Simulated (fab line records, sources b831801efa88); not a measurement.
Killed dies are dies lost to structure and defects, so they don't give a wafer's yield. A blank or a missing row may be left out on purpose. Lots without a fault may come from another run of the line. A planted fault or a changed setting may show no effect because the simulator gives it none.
Which tool did it? | flow gf180mcu | 14 lots, 41 wafers sampled, at 4 steps of a route of 602

WHAT THE GAUGES READ, wafer by wafer
GF_LVPWELL_OVL_MEAS_07.
lot  | measured    | on         | LVPWELL_OVL (nm)
L666 | day 3 20:59 | overlay-02 | -3.9 -3.3
L667 | day 4 02:48 | overlay-01 | -1.6 -2.5 -2.0
L669 | day 4 11:28 | overlay-01 | -1.3 -2.2 -1.0
L671 | day 5 00:02 | overlay-01 | -2.5 -2.1 -3.1
L672 | day 5 05:32 | overlay-01 | -2.1 -3.4 -0.8
L673 | day 5 17:02 | overlay-02 | -2.5 -3.2 -3.0
L675 | day 6 02:36 | overlay-01 | -3.2 -3.9 -4.0
L678 | day 6 20:36 | overlay-02 | -2.4 -1.2 0.0
L687 | day 8 22:02 | overlay-01 | -2.7 -4.1 -1.3
L688 | day 9 04:00 | overlay-02 | -0.3 0.0 -0.4
L689 | day 9 06:46 | overlay-01 | -1.4 -3.1 -2.7

WHICH TOOL RAN EACH LOT (tool, then ch and the chambers of the sampled wafers, then the start)
lot  | GF_STI_ETCH_13                    | GF_STI_CMP_25                | GF_DNWELL_STRIP_08
L666 | rie_diel-04 ch 0,1, day 2 01:46   | cmp-02 ch 2, day 2 04:32     | plasma_asher-01 ch 1, day 2 19:26
L667 | rie_diel-04 ch 0,1,2, day 2 07:20 | cmp-02 ch 0,1, day 2 09:47   | plasma_asher-03 ch 0,1, day 3 00:56
L669 | rie_diel-03 ch 1,2, day 2 16:46   | cmp-01 ch 1,2,3, day 2 19:22 | plasma_asher-02 ch 0,1, day 3 09:57
L671 | rie_diel-04 ch 1,2,3, day 3 03:32 | cmp-02 ch 0,1,3, day 3 05:38 | plasma_asher-01 ch 0,1, day 3 21:24
L672 | rie_diel-03 ch 0,2,3, day 3 08:31 | cmp-02 ch 2,3, day 3 10:30   | plasma_asher-03 ch 0, day 4 02:24
L673 | rie_diel-04 ch 1,2,3, day 3 14:36 | cmp-01 ch 0,2,3, day 3 20:31 | plasma_asher-02 ch 0,1, day 4 12:44
L675 | rie_diel-03 ch 0,1,3, day 4 00:07 | cmp-01 ch 0,1,3, day 4 05:58 | plasma_asher-03 ch 0,1, day 4 22:33
L678 | rie_diel-03 ch 0,1, day 4 17:59   | cmp-02 ch 0,3, day 4 21:44   | plasma_asher-02 ch 0,1, day 5 14:28
L680 | rie_diel-03 ch 1,2, day 5 02:56   | cmp-01 ch 2,3, day 5 05:36   | -
L681 | rie_diel-04 ch 0,1, day 5 07:29   | cmp-01 ch 0,1,2, day 5 09:31 | -
L682 | rie_diel-03 ch 0,1,2, day 5 13:49 | cmp-01 ch 0,2,3, day 5 15:59 | -
L687 | rie_diel-02 ch 0,1,3, day 6 13:52 | cmp-02 ch 1,2, day 6 16:53   | plasma_asher-03 ch 0,1, day 7 13:30
L688 | rie_diel-04 ch 0,1, day 6 18:08   | cmp-01 ch 0,2,3, day 6 23:32 | plasma_asher-01 ch 1, day 7 17:59
L689 | rie_diel-03 ch 0,2, day 6 23:47   | cmp-01 ch 1,2, day 7 03:37   | plasma_asher-02 ch 0, day 7 21:54
- GF_STI_ETCH_13: etches the open film in CHF3/O2, stops on Si, target depth 282.31 nm, time 112.9 s.
- GF_STI_CMP_25: polishes, stops on Si3N4, t overpolish 33 s, target thk 524.6 nm.
- GF_DNWELL_STRIP_08: strips in O2/N2.

WHAT THE TOOLS THEMSELVES READ (means of the sampled wafers that have a number; where no wafer has one, the mark that the record gives instead)
GF_STI_ETCH_13.
lot  | tool        | drypump_motor_current_A (A) | oes_product_au (a.u.) | throttle_valve_pct (%)
L666 | rie_diel-04 | 6.0                         | 0.831                 | 8.806
L667 | rie_diel-04 | 6.0                         | 0.832                 | 8.813
L669 | rie_diel-03 | 5.0                         | 0.829                 | 8.816
L671 | rie_diel-04 | 6.0                         | 0.829                 | 8.807
L672 | rie_diel-03 | 5.5                         | 0.829                 | 8.808
L673 | rie_diel-04 | 5.9                         | 0.834                 | 8.807
L675 | rie_diel-03 | 5.5                         | 0.835                 | 8.816
L678 | rie_diel-03 | 5.3                         | 0.837                 | 8.805
L680 | rie_diel-03 | 4.9                         | 0.839                 | 8.803
L681 | rie_diel-04 | 6.1                         | 0.829                 | 8.808
L682 | rie_diel-03 | 5.2                         | 0.832                 | 8.810
L687 | rie_diel-02 | 5.6                         | 0.836                 | 8.815
L688 | rie_diel-04 | 6.0                         | 0.830                 | 8.815
L689 | rie_diel-03 | 5.2                         | 0.825                 | 8.802

GF_STI_CMP_25.
lot  | tool   | edge_zone_pressure_frac | head_pressure_psi (psi) | motor_current_A (A) | overpolish_run_s (s) | time_to_endpoint_s (s)
L666 | cmp-02 | 1.000                   | 3.998                   | 11.7                | 32.990               | 136
L667 | cmp-02 | 1.001                   | 3.997                   | 12.2                | 33.003               | 123
L669 | cmp-01 | 1.006                   | 4.002                   | 10.8                | 33.005               | 124
L671 | cmp-02 | 0.994                   | 3.999                   | 11.5                | 33.006               | 119
L672 | cmp-02 | 0.999                   | 3.999                   | 11.4                | 33.009               | 130
L673 | cmp-01 | 1.000                   | 4.015                   | 10.8                | 33.000               | 123
L675 | cmp-01 | 1.004                   | 3.994                   | 10.3                | 33.009               | 124
L678 | cmp-02 | 0.998                   | 4.007                   | 11.0                | 33.007               | 125
L680 | cmp-01 | -                       | -                       | -                   | -                    | -
L681 | cmp-01 | -                       | -                       | -                   | -                    | -
L682 | cmp-01 | -                       | -                       | -                   | -                    | -
L687 | cmp-02 | 0.999                   | 4.004                   | 13.0                | 33.008               | 131
L688 | cmp-01 | 0.998                   | 4.004                   | 11.1                | 32.993               | 123
L689 | cmp-01 | 0.994                   | 4.002                   | 10.6                | 32.999               | 120

GF_DNWELL_STRIP_08.
lot  | tool            | drypump_motor_current_A (A) | heater_power_w (W) | oes_product_au (a.u.) | strip_time_to_endpoint_s (s)
L666 | plasma_asher-01 | 5.76                        | 322                | 0.724                 | 36.97
L667 | plasma_asher-03 | 5.34                        | 344                | 0.729                 | 36.93
L669 | plasma_asher-02 | 5.58                        | 323                | 0.721                 | 36.93
L671 | plasma_asher-01 | 5.87                        | 457                | 0.720                 | 36.90
L672 | plasma_asher-03 | 5.40                        | 356                | 0.725                 | 36.87
L673 | plasma_asher-02 | 5.57                        | 328                | 0.721                 | 36.90
L675 | plasma_asher-03 | 5.26                        | 337                | 0.720                 | 36.89
L678 | plasma_asher-02 | 5.74                        | 311                | 0.721                 | 36.89
L687 | plasma_asher-03 | 5.27                        | 337                | 0.724                 | 37.07
L688 | plasma_asher-01 | 5.79                        | 333                | 0.722                 | 36.98
L689 | plasma_asher-02 | 5.39                        | 341                | 0.725                 | 36.91

THE ANSWER, worked out from the rows above alone
Rule: what is usual is taken from the lots themselves. Put in order of their means at a reading, lots are off if they are a third of the lots or fewer, leave a main group of 4 or more, and stand apart from it by a gap of 3 or more times the standard deviation of the main group's means; of several such gaps the widest counts. A main group whose means are all the same, to the digits that the tables above print for the reading, isn't used. A lot without any number at a reading at which 4 lots or more have one is off too. The other lots that the step has rows for count as sound. The gauges are gone through in route order, then the tools' own readings, and for those a lot's mean is taken as printed above. The first step at which some lot is off is used, and at that step the reading that is off furthest; a lot without a number counts as furthest.
Off: L680, L681, L682, at GF_STI_CMP_25 (edge_zone_pressure_frac). Without a number there: L680, L681, L682. The main group: mean 0.999, standard deviation 0.0034.
A tool fits if, at that step or a process step before it, it ran every lot that is off, and no sound lot after the first of them. None of those tried fits.

WHAT THE SIMULATOR HAD PUT IN
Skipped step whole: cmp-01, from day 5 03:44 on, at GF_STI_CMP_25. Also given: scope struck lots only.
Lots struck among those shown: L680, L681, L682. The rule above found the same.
